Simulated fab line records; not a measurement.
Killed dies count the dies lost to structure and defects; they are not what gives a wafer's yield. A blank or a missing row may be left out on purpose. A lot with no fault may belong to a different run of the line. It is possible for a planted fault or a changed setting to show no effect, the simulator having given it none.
Code-filled problem report in 8D (eight disciplines) form + flow sky130 + the parts of the form that need people (team, actions taken, sign-off) are left out

## 1. WHAT IS WRONG
Wafers without a fault read 0.854 a.u., standard deviation 0.0045; oes product au at SKY_VIA2_ETCH_14 reads a mean of 1.006 a.u. on 3 wafers belonging to 3 lots. Relative to the usual mean, that is a shift of +34 standard deviations.
The step: etches BARC in N2/H2, stops on SiO2, time 45.9 s, target depth 60 nm.
The first sign was on wafer L342.3 at day 37 22:59, on rie diel-02. Wafers with a number at this step in the record: 45, from 15 lots. Rule for "out" (also "out of limits"): further than 4 standard deviations from the usual mean. The other wafers with a number count as sound.

## 2. WHAT THIS IS AND IS NOT
| question                    | is                           | is not                                                                                                                     |
|-----------------------------|------------------------------|----------------------------------------------------------------------------------------------------------------------------|
| which readings at this step | oes product au, run length s | drypump motor current A, h2 flow sccm                                                                                      |
| which lots                  | L342, L343, L344             | L337, L339, L340, L341, L345, L352, L354, L355, L356, L358, L359, L360                                                     |
| which wafers of those lots  | L342.3, L343.5, L344.3       | L342.2, L342.4, L343.1, L343.2, L344.1, L344.4                                                                             |
| read on which tools         | rie diel-02                  | rie diel-01, rie diel-03                                                                                                   |
| when                        | from day 37 22:59            | up to then (14 sound wafers); but 28 sound wafers of L343, L344, L345, L352, L354, L355, L356, L358, L359, L360 came after |

## 3. WHAT RULES OUT EACH SUSPECT
Counting: a tool at a process step up to the reading stays a suspect if it ran every lot that is out. Sound lots after the first of them don't rule it out here, since some wafers of a struck lot are sound.
- rie diel-02 at SKY_VIA2_ETCH_14 (etches BARC in N2/H2, stops on SiO2, time 45.9 s, target depth 60 nm): kept. It ran every lot that is out, first L342 (day 37 22:59); its last sound lot up to then is L340 (day 37 13:11). On those wafers its own readings are out: oes product au, run length s.
Remaining after the count: rie diel-02 at SKY_VIA2_ETCH_14.

## 4. THE CAUSE (what the simulator had put in)
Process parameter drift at SKY_VIA2_ETCH_14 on rie diel-02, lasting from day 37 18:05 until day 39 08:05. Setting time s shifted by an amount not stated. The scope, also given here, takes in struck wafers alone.
Counting left only this tool.

## 5. THE EFFECT CHAIN, in route order
Each row: a reading where the mean over the struck wafers with a number is more than 3 standard deviations away from the usual. Scope: only readings with a usual standard deviation given in the record; hours: median across lots of the time from each lot's start at the first step in this table that gives one to its start at this step; sigmas: change in usual standard deviations.
| hours | step             | reading        | usual      | on struck wafers | change | sigmas |
|-------|------------------|----------------|------------|------------------|--------|--------|
| 0     | SKY_VIA2_ETCH_14 | oes product au | 0.854 a.u. | 1.006            | +0.152 | +34    |
| 0     | SKY_VIA2_ETCH_14 | run length s   | 74.4 s     | 65.7             | -8.7   | -19    |
Its process steps:
- SKY_VIA2_ETCH_14: etches BARC in N2/H2, stops on SiO2, time 45.9 s, target depth 60 nm.

## 6. WHAT WOULD HAVE CAUGHT IT SOONER
5 hours passed between the start of the fault at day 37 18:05 and the first reading out of limits in this record, taken at day 37 22:59.
